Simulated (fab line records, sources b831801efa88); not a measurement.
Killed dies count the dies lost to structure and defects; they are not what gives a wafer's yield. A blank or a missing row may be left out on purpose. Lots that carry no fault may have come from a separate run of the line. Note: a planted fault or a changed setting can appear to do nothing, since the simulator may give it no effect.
The same fault as seen by 2 desks -- flow sky130 -- each desk has only its own numbers; what lay behind them comes last

== FROM THE METROLOGY DESK ==
Means of the sampled wafers that have a number, per lot and without regard to the tool the lot ran on: this is what the gauges read. If a lot's mean is further than 4 standard deviations from the usual mean, the lot is out of limits and carries the mark OUT (the distance appears in the brackets).
Columns: A = SONOS_ONO_CVD_02_THK at SKY_SONOS_ONO_THK_MEAS_03, usual 10.41 nm; B = CONTACT_HDPCVD_THK at SKY_CONTACT_THK_MEAS_03, usual 566 nm; C = CONTACT_BOW at SKY_CONTACT_BOW_MEAS_05, usual 83 um; D = CONTACT_W_THK at SKY_CONTACT_THK_MEAS_26, usual 344 nm
lot,first seen here,A,B,C,D
L861,day 11 21:25,10.39,560,81,337
L864,day 12 21:32,10.58,561,94,346
L863,day 12 21:33,10.44,573,83,346
L865,day 13 06:50,10.24,556,79,345
L866,day 13 13:00,10.47,678 (+17) OUT,84,345
L868,day 14 02:13,10.26,624 (+8.6) OUT,82,342
L877,day 17 11:37,10.44,575,83,347
L879,day 18 01:17,10.42,569,80,345
L878,day 18 01:17,10.41,569,82,342
L880,day 18 10:53,10.59,573,79,346
L881,day 18 18:53,10.20,570,87,342
L882,day 18 23:23,10.32,571,71,338
L883,day 19 07:09,10.54,564,79,346
This desk's finding: out of limits on L866, L868; first on L866, day 32 10:44 (CONTACT_HDPCVD_THK at SKY_CONTACT_THK_MEAS_03). L861, L864, L863, L865, L877, L879, L878, L880, L881, L882, L883: within limits.

== FOR THE TOOL OWNER'S DESK: hdpcvd-01 ==
The tool's own readings at SKY_CONTACT_HDPCVD_02 (deposits SiO2, target thk 565 nm, time 94.2 s): means of the sampled wafers that have a number, for each lot that ran on this tool. If a lot's mean is further than 4 standard deviations from the usual mean, the lot is out of limits and carries the mark OUT (the distance appears in the brackets).
Columns: A = run_length_s at SKY_CONTACT_HDPCVD_02, usual 122.0 s
lot,first seen here,A
L863,day 32 00:22,121.9
L865,day 32 03:56,122.2
L866,day 32 10:40,142.6 (+27) OUT
L868,day 32 22:14,131.7 (+13) OUT
L877,day 36 01:12,122.0
L878,day 36 15:56,122.5
L881,day 37 06:22,121.8
L882,day 37 14:31,121.4
L883,day 37 18:43,121.9
This desk's finding: out of limits on L866, L868; first on L866, day 32 10:40 (run_length_s at SKY_CONTACT_HDPCVD_02). L863, L865, L877, L878, L881, L882, L883: within limits.

== ALL TOGETHER ==
On L866, L868, at day 32 10:40, an alarm was possible from the tool owner's desk.
An alarm was possible from the metrology desk at day 32 10:44, on L866, L868.
On hdpcvd-01, each named lot ran SKY_CONTACT_HDPCVD_02.

== WHAT HAD BEEN PUT IN BY THE SIMULATOR ==
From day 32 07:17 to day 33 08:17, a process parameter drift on hdpcvd-01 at SKY_CONTACT_HDPCVD_02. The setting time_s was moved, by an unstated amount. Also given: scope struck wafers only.
Lots struck among those shown: L866, L868.
Delay (hours) between the fault's onset and each desk's first out-of-limits reading: 3 at the tool owner's desk, 3 at the metrology desk.
